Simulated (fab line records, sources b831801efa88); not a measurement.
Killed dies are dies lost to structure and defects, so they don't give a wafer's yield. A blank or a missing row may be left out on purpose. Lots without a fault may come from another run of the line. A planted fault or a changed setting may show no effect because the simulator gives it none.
fab line records | flow sky130
record lots=11 wafers=33 last_day=51
route steps=708 shown VIA3@576 CAP2M@603 METAL4@633 PAD_OPEN@708
lots that met no fault: from a run of the same line without faults
start_h: hours from the record's first day to the start of the lot's first wafer shown | wait_h: hours since the lot's step before | " the same as in the row above | L1.1+2: a row that stands for several wafers | - no value, or no start given | * or withheld: withheld | < > ~ a bound
route shown NAME@n: a module of which the file shows steps, and the number in the route of the first | usual: mean/standard deviation of fault-free wafers | same: alike in all rows | chamber/n: place in a boat | sites: the reading at each site | _std_site: their standard deviation | _edge_site: outer sites' mean less inner sites' | radius_mm: how far each site lies from the wafer's centre | mask NAME#n: copy n | behind: the tool/chamber that last shaped the wafer | hold: why the lot was held/for how many hours/how that ended | device: the transistor (n, p or np) that didn't switch | end of line: the same wafers' tests at the end of the route | a step without rows: its recipe alone | killed: dies lost to structure and defects at the first sort, not the wafer's yield | map: a wafer's dies, x killed, . not, _ none there
set.NAME: the setting as run; set.NAME@STEP: as run at that earlier step | model.NAME: the simulator's own value behind a step, which no gauge read
steps of the route over a sample of lots; a table a step, a row a wafer
services: from which hour (start_h, from the record's first day; less than 0 if before it) a tool's chamber was out of use, for how many hours, and why
## steps
# step SKY_VIA3_BOW_MEAS_03
# recipe mode=bow
# usual VIA3_BOW=79/8.3
# columns lot.wafer tool chamber start_h wait_h VIA3_BOW[um]
L186.1 film_metro-02 - 925.18 0.1 91
L186.3 " - " " 93
L186.4 " - " " 100
L191.3 film_metro-01 - 965.50 0.3 70
L191.5 " - " " 75
L191.6 " - " " 71
L192.2 film_metro-01 - 974.72 0.2 73
L192.4 " - " " 60
L192.5 " - " " 69
L195.2 film_metro-04 - 992.99 0.3 73
L195.4 " - " " 73
L195.6 " - " " 85
L196.1 film_metro-01 - 995.25 0.2 80
L196.4 " - " " 73
L196.6 " - " " 82
L201.1 film_metro-01 - 1033.21 0.1 89
L201.2 " - " " 79
L201.5 " - " " 72
L202.3 film_metro-02 - 1035.66 0.3 84
L202.4 " - " " 84
L202.5 " - " " 72
L203.1 film_metro-01 - 1038.38 0.2 66
L203.3 " - " " 74
L203.6 " - " " 87
L206.2 film_metro-02 - 1061.48 0.2 87
L206.3 " - " " 82
L206.4 " - " " 85
L207.1 film_metro-02 - 1064.89 0.2 91
L207.4 " - " " 78
L207.5 " - " " 87
L209.1 film_metro-01 - 1079.47 0.2 92
L209.3 " - " " 87
L209.4 " - " " 89
# step SKY_VIA3_SPUTTER_20
# recipe material=TiN target_thk_nm=20 chamber_pressure_pa=5 power_w=4000 time_s=80
# usual throttle_valve_pct=30.1/0.8
# columns lot.wafer tool chamber start_h wait_h throttle_valve_pct
L186.1 pvd_sputter-03 - 951.18 0.0 29.3
L186.3 " - " " 29.9
L186.4 " - " " 28.9
L191.3 pvd_sputter-03 - 990.98 0.0 30.0
L191.5 " - " " 29.6
L191.6 " - " " 28.7
L192.2 pvd_sputter-01 - 999.64 0.0 31.1
L192.4 " - " " 31.1
L192.5 " - " " 31.2
L195.2 pvd_sputter-03 - 1016.91 0.0 29.9
L195.4 " - " " 28.8
L195.6 " - " " 29.9
L196.1 pvd_sputter-03 - 1019.49 0.0 30.1
L196.4 " - " " 29.6
L196.6 " - " " 29.9
L201.1 pvd_sputter-01 - 1057.76 0.0 31.1
L201.2 " - " " 30.7
L201.5 " - " " 30.9
L202.3 pvd_sputter-03 - 1059.67 0.0 29.2
L202.4 " - " " 28.8
L202.5 " - " " 29.7
L203.1 pvd_sputter-01 - 1061.80 0.0 31.0
L203.3 " - " " 31.3
L203.6 " - " " 31.2
L206.2 pvd_sputter-04 - 1084.49 0.0 29.6
L206.3 " - " " 29.2
L206.4 " - " " 30.4
L207.1 pvd_sputter-04 - 1087.81 0.0 29.4
L207.4 " - " " 30.4
L207.5 " - " " 30.3
L209.1 pvd_sputter-01 - 1101.51 0.0 31.0
L209.3 " - " " 31.1
L209.4 " - " " 31.3
# step SKY_VIA3_CMP_24
# recipe stop_on=SiO2 t_overpolish_s=20 down_force_psi=3.5 platen_rpm=60 target_thk_nm=0 pad_velocity_m_s=0.94248
# usual motor_current_A=10.9/1.2 overpolish_run_s=20.000/0.0089 retaining_ring_pressure_frac=1.000/0.0051 time_to_endpoint_s=96/4.2
# columns lot.wafer tool chamber start_h wait_h motor_current_A overpolish_run_s retaining_ring_pressure_frac time_to_endpoint_s
L186.3 cmp-02 3 951.55 0.0 10.6 19.994 1.010 107
L186.1 " 0 " " 9.2 19.994 0.997 93
L186.4 " 1 " " 11.6 20.003 0.997 90
L191.3 cmp-02 0 991.45 0.1 9.1 20.003 0.999 90
L191.5 " 2 " " 11.7 20.006 1.011 93
L191.6 " 3 " " 11.0 20.011 0.992 99
L192.2 cmp-01 1 1000.05 0.1 11.4 20.009 0.998 93
L192.4 " 3 " " 10.4 20.005 1.006 98
L192.5 " 0 " " 13.5 20.003 0.999 97
L195.4 cmp-02 3 1017.33 0.1 11.6 19.990 1.005 104
L195.2 " 1 " " 10.8 19.990 1.006 95
L195.6 " 3 " " 10.5 19.998 0.999 106
L196.4 cmp-02 2 1019.85 0.0 11.4 19.993 0.992 97
L196.1 " 0 " " 8.5 19.994 1.006 91
L196.6 " 2 " " 11.1 19.992 0.998 101
L201.2 cmp-01 2 1058.12 0.0 10.2 19.998 0.999 92
L201.1 " 3 " " 10.3 20.002 1.003 99
L201.5 " 3 " " 10.7 20.014 1.000 99
L202.4 cmp-02 0 1060.14 0.1 8.7 19.983 0.996 93
L202.3 " 3 " " 11.1 19.993 1.003 104
L202.5 " 1 " " 11.7 19.994 0.995 91
L203.3 cmp-01 1 1062.26 0.1 11.0 19.993 1.003 95
L203.1 " 2 " " 10.5 19.997 0.998 92
L203.6 " 3 " " 9.9 20.019 0.994 98
L206.3 cmp-01 1 1084.86 0.0 10.8 20.004 1.003 91
L206.2 " 2 " " 10.7 20.010 0.998 93
L206.4 " 0 " " 13.9 19.994 1.008 95
L207.4 cmp-02 2 1088.18 0.0 11.0 19.994 0.998 99
L207.1 " 3 " " 11.0 19.995 0.999 97
L207.5 " 3 " " 11.1 20.020 0.996 101
L209.4 cmp-01 1 1101.93 0.1 12.0 20.008 0.999 97
L209.3 " 2 " " 10.3 20.005 0.996 92
L209.1 " 3 " " 10.2 20.000 1.003 100
# step SKY_CAP2M_CVD_00
# recipe material=SiO2 target_thk_nm=15.5 temp_c=400 time_s=withheld rf_w=450
# usual heater_power_w=736/79 susceptor_temp_C=399.97/0.21
# columns lot.wafer tool chamber start_h wait_h heater_power_w susceptor_temp_C
L186.1 pecvd-04 2 952.00 0.0 729 399.72
L186.3 " 0 " " 729 399.84
L186.4 " 0 " " 735 400.21
L191.3 pecvd-04 2 991.80 0.0 790 399.69
L191.5 " 2 " " 805 399.35
L191.6 " 0 " " 640 399.48
L192.2 pecvd-04 1 1000.46 0.0 806 400.16
L192.4 " 2 " " 708 399.91
L192.5 " 1 " " 818 400.31
L195.2 pecvd-01 0 1017.73 0.0 680 399.90
L195.4 " 2 " " 717 400.05
L195.6 " 0 " " 679 400.22
L196.1 pecvd-04 2 1020.31 0.0 735 400.10
L196.4 " 2 " " 727 400.11
L196.6 " 1 " " 871 399.97
L201.1 pecvd-01 1 1058.57 0.0 586 399.87
L201.2 " 0 " " 656 400.13
L201.5 " 1 " " 564 400.03
L202.3 pecvd-04 0 1060.59 0.0 666 399.80
L202.4 " 1 " " 852 400.10
L202.5 " 0 " " 654 399.78
L203.1 pecvd-01 2 1062.62 0.0 725 399.78
L203.3 " 1 " " 665 399.82
L203.6 " 1 " " 657 399.76
L206.2 pecvd-04 1 1085.31 0.0 846 400.39
L206.3 " 2 " " 719 399.96
L206.4 " 2 " " 736 399.89
L207.1 pecvd-02 1 1088.63 0.0 669 399.95
L207.4 " 0 " " 806 399.95
L207.5 " 2 " " 701 399.57
L209.1 pecvd-02 1 1102.33 0.0 789 399.66
L209.3 " 0 " " 727 400.22
L209.4 " 1 " " 804 400.00
# step SKY_CAP2M_THK_MEAS_01
# recipe reads=SiO2_of_CAP2M_CVD_00
# usual CAP2M_CVD_00_THK=15.64/0.26
# columns lot.wafer tool chamber start_h wait_h CAP2M_CVD_00_THK[nm]
L186.1 film_metro-03 - 952.02 - 15.52
L186.3 " - " " 15.36
L186.4 " - " " 15.77
L191.3 film_metro-02 - 991.84 - 15.68
L191.5 " - " " 16.12
L191.6 " - " " 16.09
L192.2 film_metro-04 - 1000.49 - 15.40
L192.4 " - " " 15.91
L192.5 " - " " 15.87
L195.2 film_metro-03 - 1017.76 - 15.32
L195.4 " - " " 15.63
L195.6 " - " " 15.27
L196.1 film_metro-03 - 1020.33 - 16.10
L196.4 " - " " 16.05
L196.6 " - " " 15.84
L201.1 film_metro-04 - 1058.59 - 15.48
L201.2 " - " " 15.83
L201.5 " - " " 15.61
L202.3 film_metro-03 - 1060.63 - 15.58
L202.4 " - " " 15.99
L202.5 " - " " 16.04
L203.1 film_metro-02 - 1062.64 - 15.42
L203.3 " - " " 15.20
L203.6 " - " " 15.51
L206.2 film_metro-02 - 1085.34 - 15.68
L206.3 " - " " 6.31
L206.4 " - " " 6.39
L207.1 film_metro-02 - 1088.65 - 15.27
L207.4 " - " " 15.92
L207.5 " - " " 15.46
L209.1 film_metro-04 - 1102.35 - 15.32
L209.3 " - " " 15.48
L209.4 " - " " 15.31
# step SKY_METAL4_ETCH_17
# recipe target=SiO2 stop_on=TiN chemistry=C4F8/O2/Ar source_w=1500 bias_w=1200 pressure_mtorr=40 c4f8_flow_sccm=withheld O2_flow_sccm=6 Ar_flow_sccm=300 time_s=3.9 target_depth_a=150
# usual oes_product_au=0.758/0.0075
# columns lot.wafer tool chamber start_h wait_h oes_product_au rf_hours_counter_h
L186.1 rie_diel-01 2 1002.40 0.1 0.760 18
L186.3 " 1 " " 0.749 14
L186.4 " 0 " " 0.772 8
L191.3 rie_diel-04 2 1039.77 0.0 0.753 15
L191.5 " 2 " " 0.775 -
L191.6 " 1 " " 0.771 -
L192.2 rie_diel-03 3 1048.92 0.1 0.756 13
L192.4 " 2 " " 0.767 9
L192.5 " 3 " " 0.764 -
L195.2 rie_diel-01 3 1063.60 0.1 0.748 20
L195.4 " 0 " " 0.759 10
L195.6 " 0 " " 0.747 -
L196.1 rie_diel-04 1 1066.47 0.1 0.763 18
L196.4 " 3 " " 0.778 4
L196.6 " 3 " " 0.761 -
L201.1 rie_diel-04 3 1103.30 0.1 0.752 5
L201.2 " 1 " " 0.766 19
L201.5 " 3 " " 0.759 -
L202.3 rie_diel-04 1 1105.07 0.0 0.760 19
L202.4 " 2 " " 0.763 17
L202.5 " 2 " " 0.773 -
L203.1 rie_diel-03 3 1107.15 0.1 0.758 15
L203.3 " 0 " " 0.746 10
L203.6 " 1 " " 0.756 -
L206.2 rie_diel-01 3 1128.67 0.1 0.763 22
L206.3 " 2 " " 0.533 22
L206.4 " 1 " " 0.535 18
L207.1 rie_diel-01 3 1130.65 0.1 0.754 22
L207.4 " 1 " " 0.764 18
L207.5 " 0 " " 0.758 -
L209.1 rie_diel-04 1 1144.02 0.1 0.754 20
L209.3 " 3 " " 0.748 6
L209.4 " 2 " " 0.749 18
# step SKY_PAD_OPEN_PROBE_99
# usual defect_limited_yield=82.5/1.9 killed_at_M0_to_M3=43/6.8 killed_at_M4_up=3.2/2 killed_at_contacts=24/5.3 killed_at_front_end=16/4.4 killed_at_other=0.3/0.54 killed_dies=86/9.4 killed_open=48/6.6 killed_short=38/6.5
# same gross_dies=492 killed_at_back_side=0
# columns lot.wafer tool chamber start_h wait_h defect_limited_yield[%] killed_at_M0_to_M3 killed_at_M4_up killed_at_contacts killed_at_front_end killed_at_other killed_dies killed_open killed_short
L186.1 prober-01 - 1099.78 0.1 84.8 33 2 24 16 0 75 42 33
L186.3 prober-01 - 1099.88 0.2 82.1 48 5 19 16 0 88 45 43
L186.4 prober-01 - 1099.93 0.2 79.5 57 3 23 17 1 101 54 47
L191.3 prober-02 - 1133.19 0.2 82.9 45 7 20 11 1 84 45 38
L191.5 prober-02 - 1133.29 0.2 83.1 37 5 30 11 0 83 48 35
L191.6 prober-02 - 1133.34 0.2 85.6 30 2 26 13 0 71 39 32
L192.2 prober-02 - 1140.55 0.1 83.5 46 2 16 17 0 81 49 32
L192.4 prober-02 - 1140.65 0.2 85.0 36 4 29 5 0 74 41 33
L192.5 prober-02 - 1140.70 0.2 85.2 31 4 19 18 1 73 41 32
L195.2 prober-02 - 1152.80 0.1 83.5 44 0 26 10 1 81 42 39
L195.4 prober-02 - 1152.90 0.2 82.3 42 5 25 14 1 87 51 36
L195.6 prober-02 - 1153.00 0.2 80.9 45 3 30 16 0 94 59 35
L196.1 prober-01 - 1155.68 0.1 85.8 39 3 21 7 0 70 40 30
L196.4 prober-01 - 1155.83 0.2 81.9 37 3 29 20 0 89 42 47
L196.6 prober-01 - 1155.93 0.2 84.8 35 1 24 15 0 75 40 34
L201.1 prober-02 - 1186.84 0.1 82.7 43 5 18 18 1 85 42 43
L201.2 prober-02 - 1186.89 0.1 85.6 32 2 17 19 1 71 33 37
L201.5 prober-02 - 1187.04 0.2 81.7 49 1 26 14 0 90 51 39
L202.3 prober-01 - 1188.55 0.2 83.7 49 3 13 15 0 80 44 36
L202.4 prober-01 - 1188.60 0.2 81.5 45 2 22 22 0 91 46 45
L202.5 prober-01 - 1188.65 0.2 83.5 30 5 32 13 1 81 46 35
L203.1 prober-02 - 1189.91 0.1 82.9 37 6 30 10 1 84 41 43
L203.3 prober-02 - 1190.01 0.2 80.9 44 4 27 19 0 94 54 40
L203.6 prober-02 - 1190.16 0.2 82.1 39 1 28 19 1 88 49 39
L206.2 prober-02 - 1206.58 0.1 83.5 38 2 24 17 0 81 53 28
L206.3 prober-02 - 1206.63 0.2 82.9 41 2 27 14 0 84 49 35
L206.4 prober-02 - 1206.68 0.2 80.3 56 1 22 18 0 97 55 40
L207.1 prober-01 - 1208.10 0.1 79.1 52 2 26 22 1 103 53 48
L207.4 prober-01 - 1208.25 0.2 82.1 34 6 31 16 1 88 46 41
L207.5 prober-01 - 1208.30 0.2 83.3 32 6 21 23 0 82 49 33
L209.1 prober-01 - 1218.85 0.1 80.1 51 1 23 22 1 98 61 37
L209.3 prober-01 - 1218.95 0.2 80.1 45 5 28 20 0 98 53 44
L209.4 prober-01 - 1219.00 0.2 82.9 40 1 23 19 1 84 48 36
# killed by level:class
L186.1 VIA1:geometric_particle:open=9 CONTACT:geometric_particle:open=8 LOCAL_INTERCONNECT:geometric_particle:short=7 FIELD_ISO:geometric_particle:short=6 LI_CONTACT:geometric_particle:open=6 VIA3:geometric_particle:open=6 VIA2:geometric_particle:open=4 METAL2:geometric_particle:short=3
L186.3 VIA1:geometric_particle:open=14 VIA2:geometric_particle:open=8 CONTACT:geometric_particle:open=7 CONTACT:geometric_particle:short=6 FIELD_ISO:geometric_particle:short=5 FIELD_ISO:geometric_particle:open=5 METAL2:geometric_particle:short=5 LI_CONTACT:geometric_particle:short=4
L186.4 CONTACT:geometric_particle:open=12 VIA1:geometric_particle:open=12 METAL2:geometric_particle:short=9 VIA3:geometric_particle:open=8 VIA2:geometric_particle:open=6 VIA2:geometric_particle:short=5 METAL3:geometric_particle:short=5 FIELD_ISO:geometric_particle:short=4
L191.3 CONTACT:geometric_particle:open=9 VIA1:geometric_particle:open=8 VIA3:geometric_particle:open=8 VIA2:geometric_particle:open=7 METAL2:geometric_particle:short=6 CONTACT:geometric_particle:short=5 POLY_GATE:geometric_particle:open=4 VIA2:geometric_particle:short=4
L191.5 LI_CONTACT:geometric_particle:open=11 CONTACT:geometric_particle:open=8 VIA2:geometric_particle:open=8 VIA3:geometric_particle:open=7 FIELD_ISO:geometric_particle:open=5 LOCAL_INTERCONNECT:geometric_particle:short=5 CONTACT:geometric_particle:short=5 METAL2:geometric_particle:short=5
L191.6 VIA1:geometric_particle:open=10 LI_CONTACT:geometric_particle:open=9 CONTACT:geometric_particle:open=7 FIELD_ISO:geometric_particle:short=5 LOCAL_INTERCONNECT:geometric_particle:short=5 CONTACT:geometric_particle:short=5 METAL2:geometric_particle:short=5 VIA3:geometric_particle:open=4
L192.2 VIA1:geometric_particle:open=17 VIA2:geometric_particle:open=8 CONTACT:geometric_particle:open=8 METAL2:geometric_particle:short=7 POLY_GATE:geometric_particle:short=4 VIA1:geometric_particle:short=4 VIA3:geometric_particle:open=4 FIELD_ISO:geometric_particle:open=3
L192.4 VIA1:geometric_particle:open=10 CONTACT:geometric_particle:short=9 CONTACT:geometric_particle:open=9 VIA3:geometric_particle:open=6 LI_CONTACT:geometric_particle:open=5 VIA2:geometric_particle:open=4 METAL4:geometric_particle:short=4 LI_CONTACT:geometric_particle:short=3
L192.5 CONTACT:geometric_particle:open=8 VIA1:geometric_particle:open=8 CONTACT:geometric_particle:short=6 VIA3:geometric_particle:open=5 VIA1:geometric_particle:short=5 FIELD_ISO:geometric_particle:open=4 SPACER:geometric_particle:open=4 POLY_GATE:geometric_particle:short=3
L195.2 CONTACT:geometric_particle:open=10 VIA2:geometric_particle:open=9 CONTACT:geometric_particle:short=7 VIA1:geometric_particle:open=7 VIA1:geometric_particle:short=6 METAL2:geometric_particle:short=5 VIA3:geometric_particle:open=5 LI_CONTACT:geometric_particle:open=4
L195.4 CONTACT:geometric_particle:open=14 VIA1:geometric_particle:open=10 VIA3:geometric_particle:open=8 FIELD_ISO:geometric_particle:short=6 VIA2:geometric_particle:open=5 LI_CONTACT:geometric_particle:open=5 METAL3:geometric_particle:short=4 METAL4:geometric_particle:short=4
L195.6 CONTACT:geometric_particle:open=17 VIA1:geometric_particle:open=16 FIELD_ISO:geometric_particle:open=5 LOCAL_INTERCONNECT:geometric_particle:short=5 FIELD_ISO:geometric_particle:short=4 METAL2:geometric_particle:open=4 METAL2:geometric_particle:short=4 VIA3:geometric_particle:short=4
L196.1 VIA2:geometric_particle:open=9 CONTACT:geometric_particle:open=9 VIA3:geometric_particle:open=6 CONTACT:geometric_particle:short=5 METAL1:geometric_particle:short=5 VIA1:geometric_particle:open=5 VIA2:geometric_particle:short=5 VIA3:geometric_particle:short=4
L196.4 CONTACT:geometric_particle:open=11 FIELD_ISO:geometric_particle:short=10 VIA1:geometric_particle:open=9 VIA2:geometric_particle:open=9 VIA1:geometric_particle:short=7 LOCAL_INTERCONNECT:geometric_particle:short=5 CONTACT:geometric_particle:short=5 POLY_GATE:geometric_particle:open=4
L196.6 CONTACT:geometric_particle:open=8 LI_CONTACT:geometric_particle:open=7 VIA2:geometric_particle:open=7 POLY_GATE:geometric_particle:open=6 METAL1:geometric_particle:short=6 METAL2:geometric_particle:short=5 CONTACT:geometric_particle:short=4 METAL1:geometric_particle:open=4
L201.1 CONTACT:geometric_particle:open=10 METAL2:geometric_particle:short=9 VIA3:geometric_particle:open=9 METAL1:geometric_particle:short=8 VIA2:geometric_particle:open=8 POLY_GATE:geometric_particle:short=7 LI_CONTACT:geometric_particle:open=4 FIELD_ISO:geometric_particle:short=3
L201.2 VIA1:geometric_particle:open=8 FIELD_ISO:geometric_particle:short=6 LI_CONTACT:geometric_particle:open=5 METAL1:geometric_particle:short=5 VIA2:geometric_particle:open=5 POLY_GATE:geometric_particle:short=4 POLY_GATE:geometric_particle:open=3 POLY_CUT:geometric_particle:open=3
L201.5 VIA1:geometric_particle:open=11 LI_CONTACT:geometric_particle:open=9 VIA1:geometric_particle:short=8 VIA2:geometric_particle:open=8 CONTACT:geometric_particle:open=7 METAL1:geometric_particle:short=6 METAL2:geometric_particle:short=6 CONTACT:geometric_particle:short=5
L202.3 METAL1:geometric_particle:short=9 VIA1:geometric_particle:open=9 VIA2:geometric_particle:open=8 FIELD_ISO:geometric_particle:open=5 POLY_GATE:geometric_particle:open=5 METAL2:geometric_particle:short=5 LOCAL_INTERCONNECT:geometric_particle:short=4 VIA1:geometric_particle:short=4
L202.4 LI_CONTACT:geometric_particle:open=8 FIELD_ISO:geometric_particle:short=7 CONTACT:geometric_particle:open=7 POLY_GATE:geometric_particle:short=6 METAL1:geometric_particle:short=6 VIA2:geometric_particle:open=6 VIA1:geometric_particle:open=6 POLY_GATE:geometric_particle:open=5
L202.5 CONTACT:geometric_particle:open=10 LI_CONTACT:geometric_particle:open=7 VIA1:geometric_particle:open=7 FIELD_ISO:geometric_particle:open=5 LOCAL_INTERCONNECT:geometric_particle:short=5 VIA3:geometric_particle:open=5 FIELD_ISO:geometric_particle:short=4 CONTACT:geometric_particle:short=4
L203.1 VIA1:geometric_particle:short=9 CONTACT:geometric_particle:open=9 LOCAL_INTERCONNECT:geometric_particle:short=7 METAL2:geometric_particle:short=6 CONTACT:geometric_particle:short=6 VIA1:geometric_particle:open=6 POLY_GATE:geometric_particle:open=5 LI_CONTACT:geometric_particle:open=5
L203.3 VIA1:geometric_particle:open=14 CONTACT:geometric_particle:open=12 VIA3:geometric_particle:open=8 POLY_GATE:geometric_particle:short=5 VIA2:geometric_particle:short=5 LI_CONTACT:geometric_particle:short=4 POLY_GATE:geometric_particle:open=4 LI_CONTACT:geometric_particle:open=4
L203.6 CONTACT:geometric_particle:short=10 CONTACT:geometric_particle:open=9 VIA1:geometric_particle:open=9 METAL3:geometric_particle:short=8 LI_CONTACT:geometric_particle:open=7 POLY_GATE:geometric_particle:open=5 VIA3:geometric_particle:open=5 VIA2:geometric_particle:open=5
L206.2 VIA1:geometric_particle:open=17 CONTACT:geometric_particle:open=8 LI_CONTACT:geometric_particle:open=7 VIA3:geometric_particle:open=6 FIELD_ISO:geometric_particle:short=4 FIELD_ISO:geometric_particle:open=3 POLY_GATE:geometric_particle:open=3 CONTACT:geometric_particle:short=3
L206.3 VIA1:geometric_particle:open=18 CONTACT:geometric_particle:open=10 LI_CONTACT:geometric_particle:open=6 VIA2:geometric_particle:open=5 VIA3:geometric_particle:open=5 FIELD_ISO:geometric_particle:short=4 CONTACT:geometric_particle:short=4 POLY_GATE:geometric_particle:short=3
L206.4 VIA1:geometric_particle:open=15 CONTACT:geometric_particle:open=8 METAL1:geometric_particle:short=7 VIA2:geometric_particle:open=7 VIA1:geometric_particle:short=7 VIA3:geometric_particle:open=7 LI_CONTACT:geometric_particle:open=5 POLY_GATE:geometric_particle:open=4
L207.1 VIA1:geometric_particle:open=16 VIA3:geometric_particle:open=9 VIA1:geometric_particle:short=8 CONTACT:geometric_particle:short=7 CONTACT:geometric_particle:open=7 FIELD_ISO:geometric_particle:short=6 LOCAL_INTERCONNECT:geometric_particle:short=6 METAL1:geometric_particle:short=5
L207.4 LI_CONTACT:geometric_particle:open=12 CONTACT:geometric_particle:open=8 VIA1:geometric_particle:open=8 VIA1:geometric_particle:short=7 METAL4:geometric_particle:short=6 LOCAL_INTERCONNECT:geometric_particle:short=5 POLY_GATE:geometric_particle:open=4 VIA2:geometric_particle:open=4
L207.5 LI_CONTACT:geometric_particle:open=13 POLY_GATE:geometric_particle:short=9 VIA1:geometric_particle:open=9 VIA2:geometric_particle:open=6 FIELD_ISO:geometric_particle:open=5 CONTACT:geometric_particle:open=5 METAL4:geometric_particle:short=5 POLY_GATE:geometric_particle:open=4
L209.1 CONTACT:geometric_particle:open=16 VIA1:geometric_particle:open=14 VIA3:geometric_particle:open=8 METAL1:geometric_particle:short=7 METAL2:geometric_particle:short=7 FIELD_ISO:geometric_particle:open=6 VIA1:geometric_particle:short=6 POLY_GATE:geometric_particle:short=6
L209.3 VIA1:geometric_particle:open=10 VIA2:geometric_particle:open=9 POLY_GATE:geometric_particle:open=7 LI_CONTACT:geometric_particle:open=7 VIA3:geometric_particle:open=7 LOCAL_INTERCONNECT:geometric_particle:short=6 CONTACT:geometric_particle:short=6 POLY_GATE:geometric_particle:short=5
L209.4 LI_CONTACT:geometric_particle:open=10 CONTACT:geometric_particle:open=8 VIA1:geometric_particle:open=7 VIA3:geometric_particle:open=7 METAL1:geometric_particle:short=6 METAL2:geometric_particle:short=6 FIELD_ISO:geometric_particle:open=5 FIELD_ISO:geometric_particle:short=4
## services
# columns tool chamber start_h hours kind
cmp-01 - 928.16 4.4 repair
cmp-02 - 936.58 9.3 repair
rie_diel-01 0 937.33 6.2 repair
rie_diel-01 - 938.98 0.9 repair
pecvd-01 - 940.15 1.8 repair
rie_diel-04 3 943.15 21.8 repair
pecvd-04 2 943.99 3.5 repair
cmp-01 - 955.60 25.6 pm
rie_diel-04 3 965.27 2.7 repair
pecvd-04 2 965.37 6.3 repair
rie_diel-01 0 980.83 11.2 repair
cmp-02 - 981.53 7.5 pm
rie_diel-01 3 1040.19 5.2 repair
cmp-01 - 1041.34 0.7 repair
cmp-01 - 1067.99 4.4 pm
rie_diel-01 0 1070.83 3.4 repair
pvd_sputter-03 - 1079.74 1.5 repair
cmp-02 - 1082.39 0.8 repair
cmp-02 - 1088.90 4.0 pm
cmp-02 - 1092.95 2.3 repair
cmp-01 - 1114.21 1.2 repair
cmp-02 - 1125.63 0.8 repair
rie_diel-04 3 1129.32 6.4 repair
rie_diel-01 - 1136.79 0.5 repair
## key
first_sign step=SKY_CAP2M_THK_MEAS_01 reading=CAP2M_CVD_00_THK direction=down sigmas=35 usual=15.64 struck=6.35
effect step=SKY_METAL4_ETCH_17 reading=oes_product_au direction=down sigmas=30 usual=0.758 struck=0.534
met_at SKY_CAP2M_CVD_00
struck_lots L206
struck_wafers L206.3,L206.4
not_acting_at SKY_VIA3_BOW_MEAS_03,SKY_VIA3_SPUTTER_20,SKY_VIA3_CMP_24
onset_between 1020.31 1085.31
fault kind=process_parameter_drift tool=pecvd-04 chamber=2 onset_h=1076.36 steps=SKY_CAP2M_CVD_00 channel=target_thk_nm offset=-9.6162 shape=step acts_in=these_recipes_only stated=15.5
